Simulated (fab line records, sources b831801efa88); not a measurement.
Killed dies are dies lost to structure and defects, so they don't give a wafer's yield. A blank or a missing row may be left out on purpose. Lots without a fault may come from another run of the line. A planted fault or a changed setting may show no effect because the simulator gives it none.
Which tool did it? | flow gf180mcu | 14 lots, 42 wafers sampled, at 5 steps of a route of 602

WHAT THE GAUGES READ, wafer by wafer
GF_VT_IMPLANT_RS_MEAS_46: measures by four-point-probe.
lot  | measured     | on            | MVSD_RS (ohm/sq)
L192 | day 7 14:07  | film_metro-04 | 456.4 457.3 455.3
L193 | day 7 22:57  | film_metro-04 | 456.4 455.6 458.0
L194 | day 8 06:39  | film_metro-01 | 458.7 456.9 457.7
L195 | day 8 13:04  | film_metro-03 | 457.5 457.2 459.0
L196 | day 8 18:04  | film_metro-03 | 458.1 458.4 458.0
L197 | day 9 06:16  | film_metro-04 | 457.6 458.4 458.3
L198 | day 9 08:08  | film_metro-01 | 456.3 457.0 457.0
L200 | day 9 18:47  | film_metro-04 | 457.7 457.3 458.4
L208 | day 12 04:02 | film_metro-01 | 456.8 455.8 455.9
L209 | day 12 07:56 | film_metro-03 | 459.5 460.2 459.3
L210 | day 12 15:58 | film_metro-01 | 454.4 453.9 455.3
L211 | day 13 02:39 | film_metro-04 | 456.9 458.7 457.2
L212 | day 13 05:47 | film_metro-03 | 458.9 458.8 460.3
L213 | day 13 10:42 | film_metro-04 | 456.9 456.4 456.4

GF_HV_LDD_CD_MEAS_07: target cd 400 nm.
lot  | measured     | on        | cd_nm (nm)
L192 | day 9 23:35  | cd_sem-02 | 399.0 400.3 399.1
L193 | day 10 11:14 | cd_sem-02 | 396.0 395.3 395.3
L194 | day 10 18:32 | cd_sem-02 | 399.1 400.4 397.7
L195 | day 11 03:24 | cd_sem-01 | 397.8 397.4 399.7
L196 | day 11 08:29 | cd_sem-01 | 398.3 400.7 396.9
L197 | day 11 18:49 | cd_sem-01 | 400.2 402.3 405.6
L198 | day 11 21:14 | cd_sem-02 | 400.7 400.6 400.0
L200 | day 12 10:23 | cd_sem-01 | 400.2 399.8 399.7
L208 | day 15 00:20 | cd_sem-01 | 402.2 402.6 402.7
L209 | day 15 04:56 | cd_sem-01 | 399.1 398.2 398.9
L210 | day 15 12:35 | cd_sem-02 | 399.1 401.4 400.3
L211 | day 16 01:52 | cd_sem-02 | 404.6 402.8 404.8
L212 | day 16 06:20 | cd_sem-01 | 399.2 400.5 399.2
L213 | day 16 10:30 | cd_sem-01 | 405.2 405.5 404.7

GF_HV_LDD_RS_MEAS_53: measures by four-point-probe.
lot  | measured     | on            | HV_LDD_RS (ohm/sq)
L192 | day 12 08:49 | film_metro-04 | 418.6 418.0 417.7
L193 | day 12 20:52 | film_metro-01 | 416.7 417.4 416.4
L194 | day 13 05:40 | film_metro-01 | 418.1 418.0 418.4
L195 | day 13 15:29 | film_metro-03 | 419.1 419.5 420.3
L196 | day 13 20:46 | film_metro-01 | 416.6 417.5 417.2
L197 | day 14 08:00 | film_metro-04 | 418.1 417.7 417.7
L198 | day 14 11:25 | film_metro-03 | 418.1 418.8 418.2
L200 | day 15 01:12 | film_metro-04 | 417.7 418.0 418.4
L208 | day 17 19:35 | film_metro-04 | 417.6 418.5 417.6
L209 | day 18 01:53 | film_metro-01 | 408.6 409.0 410.9
L210 | day 18 10:23 | film_metro-01 | 411.0 411.3 410.1
L211 | day 19 00:41 | film_metro-03 | 419.0 419.8 419.9
L212 | day 19 05:01 | film_metro-01 | 417.7 418.7 419.9
L213 | day 19 10:17 | film_metro-03 | 419.0 419.2 420.8

WHICH TOOL RAN EACH LOT (tool, then ch and the chambers of the sampled wafers, then the start)
lot  | GF_VT_IMPLANT_RTA_45             | GF_HV_LDD_IMPLANT_09
L192 | rtp_anneal-02 ch 0, day 7 14:01  | implanter-01 ch 0, day 9 23:44
L193 | rtp_anneal-01 ch 0, day 7 22:51  | implanter-01 ch 0, day 10 11:24
L194 | rtp_anneal-02 ch 0, day 8 06:33  | implanter-01 ch 0, day 10 18:42
L195 | rtp_anneal-02 ch 0, day 8 12:57  | implanter-02 ch 0, day 11 03:34
L196 | rtp_anneal-02 ch 0, day 8 17:57  | implanter-04 ch 0, day 11 08:39
L197 | rtp_anneal-01 ch 0, day 9 06:10  | implanter-04 ch 0, day 11 18:58
L198 | rtp_anneal-01 ch 0, day 9 08:02  | implanter-01 ch 0, day 11 21:24
L200 | rtp_anneal-01 ch 0, day 9 18:41  | implanter-02 ch 0, day 12 10:32
L208 | rtp_anneal-02 ch 0, day 12 03:56 | implanter-02 ch 0, day 15 00:31
L209 | rtp_anneal-02 ch 0, day 12 07:50 | implanter-02 ch 0, day 15 05:06
L210 | rtp_anneal-01 ch 0, day 12 15:52 | implanter-02 ch 0, day 15 12:44
L211 | rtp_anneal-02 ch 0, day 13 02:32 | implanter-01 ch 0, day 16 02:02
L212 | rtp_anneal-01 ch 0, day 13 05:41 | implanter-01 ch 0, day 16 06:30
L213 | rtp_anneal-02 ch 0, day 13 10:36 | implanter-01 ch 0, day 16 10:40
- GF_VT_IMPLANT_RTA_45: time 30 s.
- GF_HV_LDD_IMPLANT_09

WHAT THE TOOLS THEMSELVES READ (means of the sampled wafers that have a number; where no wafer has one, the mark that the record gives instead)
GF_VT_IMPLANT_RTA_45.
lot  | tool          | lamp_power_pct (%) | wafer_temp_C_max
L192 | rtp_anneal-02 | 34.0               | 1055.1
L193 | rtp_anneal-01 | 31.0               | 1056.9
L194 | rtp_anneal-02 | 34.0               | 1055.7
L195 | rtp_anneal-02 | 34.0               | 1055.1
L196 | rtp_anneal-02 | 33.9               | 1056.9
L197 | rtp_anneal-01 | 31.0               | 1057.3
L198 | rtp_anneal-01 | 31.0               | 1056.3
L200 | rtp_anneal-01 | 30.9               | 1055.9
L208 | rtp_anneal-02 | 34.0               | 1056.6
L209 | rtp_anneal-02 | 34.0               | 1055.6
L210 | rtp_anneal-01 | 30.9               | 1055.8
L211 | rtp_anneal-02 | 34.0               | 1055.4
L212 | rtp_anneal-01 | 30.9               | 1056.5
L213 | rtp_anneal-02 | 34.0               | 1055.3

GF_HV_LDD_IMPLANT_09.
lot  | tool         | dose_ions_cm2
L192 | implanter-01 | 1e+14
L193 | implanter-01 | 1e+14
L194 | implanter-01 | 1e+14
L195 | implanter-02 | 1e+14
L196 | implanter-04 | 1e+14
L197 | implanter-04 | 1e+14
L198 | implanter-01 | 1e+14
L200 | implanter-02 | 1e+14
L208 | implanter-02 | 1e+14
L209 | implanter-02 | 1e+14
L210 | implanter-02 | 1e+14
L211 | implanter-01 | 1e+14
L212 | implanter-01 | 1e+14
L213 | implanter-01 | 1e+14

THE ANSWER, worked out from the rows above alone
Rule: what is usual is taken from the lots themselves. Put in order of their means at a reading, lots are off if they are a third of the lots or fewer, leave a main group of 4 or more, and stand apart from it by a gap of 3 or more times the standard deviation of the main group's means; of several such gaps the widest counts. A main group whose means are all the same, to the digits that the tables above print for the reading, isn't used. A lot without any number at a reading at which 4 lots or more have one is off too. The other lots that the step has rows for count as sound. The gauges are gone through in route order, then the tools' own readings, and for those a lot's mean is taken as printed above. The first step at which some lot is off is used, and at that step the reading that is off furthest; a lot without a number counts as furthest.
Off: L209, L210, at GF_HV_LDD_RS_MEAS_53 (HV_LDD_RS). The main group: mean 418.3 ohm/sq, standard deviation 0.89.
A tool fits if, at a process step before that reading, it ran every lot that is off, and no sound lot after the first of them. The gauges at GF_HV_LDD_RS_MEAS_53 are tried like those tools. One fits: implanter-02 at GF_HV_LDD_IMPLANT_09. Its last sound lot is L208 (day 15 00:31), its first lot that is off L209 (day 15 05:06): a fault that began between those two fits.

WHAT THE SIMULATOR HAD PUT IN
Process parameter drift: implanter-02, from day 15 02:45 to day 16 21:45, at GF_HV_LDD_IMPLANT_09. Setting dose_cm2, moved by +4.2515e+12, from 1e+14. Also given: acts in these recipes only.
Lots struck among those shown: L209, L210. The rule above found the same.
